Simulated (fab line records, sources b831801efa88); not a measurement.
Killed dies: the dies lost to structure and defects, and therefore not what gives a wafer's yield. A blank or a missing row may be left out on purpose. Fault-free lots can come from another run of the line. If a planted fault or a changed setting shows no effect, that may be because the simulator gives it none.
Which of the tools did it? | flow sky130 | at 1 step of a route of 708, 15 lots with 45 wafers sampled

## WHAT THE GAUGES READ, wafer by wafer
SKY_FIELD_ISO_BOW_MEAS_00. Usual: for INCOMING_BOW the level is 1 um and the standard deviation is 6.7.
lot  | measured    | on            | INCOMING_BOW (um) | flag
L572 | day 1 10:00 | film metro-03 | 2 4 -3            |
L573 | day 1 15:01 | film metro-01 | 9 -2 10           |
L574 | day 1 20:00 | film metro-03 | 7 -10 -12         |
L575 | day 2 01:01 | film metro-04 | 3 8 -1            |
L577 | day 2 11:01 | film metro-04 | 0 -5 9            |
L579 | day 2 21:00 | film metro-04 | 9 2 8             |
L580 | day 3 02:01 | film metro-04 | 1 8 5             |
L581 | day 3 07:01 | film metro-03 | -5 4 17           |
L582 | day 3 12:01 | film metro-03 | -1 -1 5           |
L590 | day 5 04:00 | film metro-03 | 5 -2 -3           |
L591 | day 5 09:04 | film metro-01 | 3 3 -5            |
L592 | day 5 14:01 | film metro-01 | -1 4 4            |
L593 | day 5 19:02 | film metro-03 | 7 2 -5            |
L594 | day 6 00:04 | film metro-01 | -6 5 -1           |
L595 | day 6 05:02 | film metro-04 | 0 -1 1            |

## WHICH TOOL RAN EACH LOT (tool, then ch and the chambers of the sampled wafers, then the start)
No process step before these readings appears in the record.

## WHAT THE TOOLS THEMSELVES READ (means of the sampled wafers that have a number; where no wafer has one, the mark that the record gives instead)
The record holds no such reading with a usual standard deviation.

## THE ANSWER, worked out from the rows above alone
Rule: take the mean of a lot's wafers that have a number; if it is more than 3 standard deviations from the usual mean, the lot is off. A lot without any number at a reading at which 4 lots or more have one is off too. Any other lot the step has rows for is counted as sound. The gauges are gone through in route order, then the tools' own readings, and for those a lot's mean is taken as printed above. At the first step where some lot is off, the reading lying furthest off is the one used; lots without a number count as furthest.
No lot is off on any of the readings shown, so nothing can be concluded from this.

## WHAT THE SIMULATOR HAD INSERTED
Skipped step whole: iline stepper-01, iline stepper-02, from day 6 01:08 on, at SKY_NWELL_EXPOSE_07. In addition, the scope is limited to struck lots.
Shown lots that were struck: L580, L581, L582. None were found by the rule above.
